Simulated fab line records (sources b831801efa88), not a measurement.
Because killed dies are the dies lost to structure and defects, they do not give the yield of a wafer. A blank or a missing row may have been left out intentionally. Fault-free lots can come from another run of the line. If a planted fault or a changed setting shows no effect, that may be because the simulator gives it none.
The tool behind it: which one?	flow gf180mcu	6 lots, 18 wafers sampled, at 3 steps of a route of 602

WHAT THE GAUGES SHOWED, per wafer
GF_TOP_METAL_THK_MEAS_06: measures by xrf.
lot	measured	on	TOP_METAL_ALCU_THK (nm)
L954	day 28 00:49	film metro-04	894 894 874
L956	day 28 20:13	film metro-02	898 897 888
L961	day 30 07:25	film metro-03	875 893 869
L965	day 31 06:22	film metro-02	882 891 911
L972	day 33 04:28	film metro-03	904 888 899
L974	day 33 11:23	film metro-02	904 896 906

WHAT TOOL EACH LOT RAN ON (gives the tool, then ch and the chambers of the sampled wafers, and finally the start)
lot	GF_V1_CVD_00	GF_TOP_METAL_SPUTTER_03
L954	hdpcvd-01 ch 0,1,2, day 17 22:56	pvd sputter-01, day 28 00:38
L956	hdpcvd-01 ch 0,1,2, day 18 21:57	pvd sputter-03, day 28 20:02
L961	hdpcvd-01 ch 0,1,2, day 20 19:00	pvd sputter-01, day 30 07:15
L965	hdpcvd-02 ch 0,1, day 22 01:59	pvd sputter-01, day 31 06:12
L972	hdpcvd-01 ch 0,1,2, day 24 06:19	pvd sputter-01, day 33 04:16
L974	hdpcvd-01 ch 1,2, day 24 21:19	pvd sputter-01, day 33 11:13
- GF_V1_CVD_00: deposits SiO2, target thk 600 nm, time 100 s.
- GF_TOP_METAL_SPUTTER_03: material Ti, target thk 5 nm, time 3.3 s.

THE ANSWER, worked out from the rows above alone
Rule: the lots themselves supply what counts as usual. Put in order of their means at a reading, lots are off if they are a third of the lots or fewer, leave a main group of 4 or more, and stand apart from it by a gap of 3 or more times the standard deviation of the main group's means; of several such gaps the widest counts. Not used: any main group whose means are identical at the precision the tables above print for the reading. A lot without any number at a reading at which 4 lots or more have one is off too. The other lots that the step has rows for count as sound.
Across all readings shown, no lot is off: no conclusion can be drawn from this.

WHAT THE SIMULATOR HAD PUT IN
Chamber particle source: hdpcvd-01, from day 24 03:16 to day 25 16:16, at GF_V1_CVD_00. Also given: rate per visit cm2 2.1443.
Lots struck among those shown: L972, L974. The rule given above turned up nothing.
